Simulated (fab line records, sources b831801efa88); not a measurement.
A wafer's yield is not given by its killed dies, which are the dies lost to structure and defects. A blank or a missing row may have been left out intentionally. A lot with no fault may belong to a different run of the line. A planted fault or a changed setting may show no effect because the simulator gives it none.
The tool behind it: which one? :: flow gf180mcu :: route of 602 steps, sampled at 1 step: 14 lots, 42 wafers

== WHAT EACH GAUGE READ, for each wafer ==
GF_V1_THK_MEAS_01. Usual: V1_CVD_00_THK typically reads 600 nm, with standard deviation 7.4.
lot: L120
measured: day 16 21:52
on: film metro-03
V1_CVD_00_THK (nm): 600 604 619
flag: 

lot: L122
measured: day 17 20:43
on: film metro-02
V1_CVD_00_THK (nm): 603 619 606
flag: 

lot: L123
measured: day 18 01:55
on: film metro-02
V1_CVD_00_THK (nm): 593 601 596
flag: 

lot: L126
measured: day 19 05:58
on: film metro-02
V1_CVD_00_THK (nm): 599 602 595
flag: 

lot: L127
measured: day 19 14:52
on: film metro-01
V1_CVD_00_THK (nm): 594 611 596
flag: 

lot: L128
measured: day 20 02:19
on: film metro-03
V1_CVD_00_THK (nm): 599 602 596
flag: 

lot: L129
measured: day 20 12:58
on: film metro-02
V1_CVD_00_THK (nm): 600 611 601
flag: 

lot: L131
measured: day 21 08:55
on: film metro-02
V1_CVD_00_THK (nm): 601 602 609
flag: 

lot: L134
measured: day 22 15:35
on: film metro-01
V1_CVD_00_THK (nm): 602 617 604
flag: 

lot: L135
measured: day 22 20:41
on: film metro-01
V1_CVD_00_THK (nm): 595 594 595
flag: 

lot: L139
measured: day 24 05:08
on: film metro-01
V1_CVD_00_THK (nm): 595 599 602
flag: 

lot: L140
measured: day 24 15:14
on: film metro-03
V1_CVD_00_THK (nm): 599 596 593
flag: 

lot: L141
measured: day 24 19:59
on: film metro-01
V1_CVD_00_THK (nm): 602 593 593
flag: 

lot: L143
measured: day 25 05:49
on: film metro-03
V1_CVD_00_THK (nm): 586 587 604
flag: 

== TOOL THAT RAN EACH LOT (tool first, then ch and the chambers of the sampled wafers, then the start) ==
The record holds no process step before these readings.

== WHAT THE TOOLS THEMSELVES READ (means of the sampled wafers that have a number; where no wafer has one, the mark that the record gives instead) ==
The record holds no such reading with a usual standard deviation.

== THE ANSWER, worked out from the rows above alone ==
Rule: a lot is off if the mean of its wafers that have a number lies more than 3 standard deviations from the usual mean. Also off: a lot with no number at a reading for which 4 or more lots have one. Any other lot the step has rows for is counted as sound. First the gauges in route order, then the tools' own readings, where a lot's mean is used as printed above. At the first step where some lot is off, the reading lying furthest off is the one used; lots without a number count as furthest.
Across all readings shown, no lot is off: no conclusion can be drawn from this.

== WHAT THE SIMULATOR PUT IN ==
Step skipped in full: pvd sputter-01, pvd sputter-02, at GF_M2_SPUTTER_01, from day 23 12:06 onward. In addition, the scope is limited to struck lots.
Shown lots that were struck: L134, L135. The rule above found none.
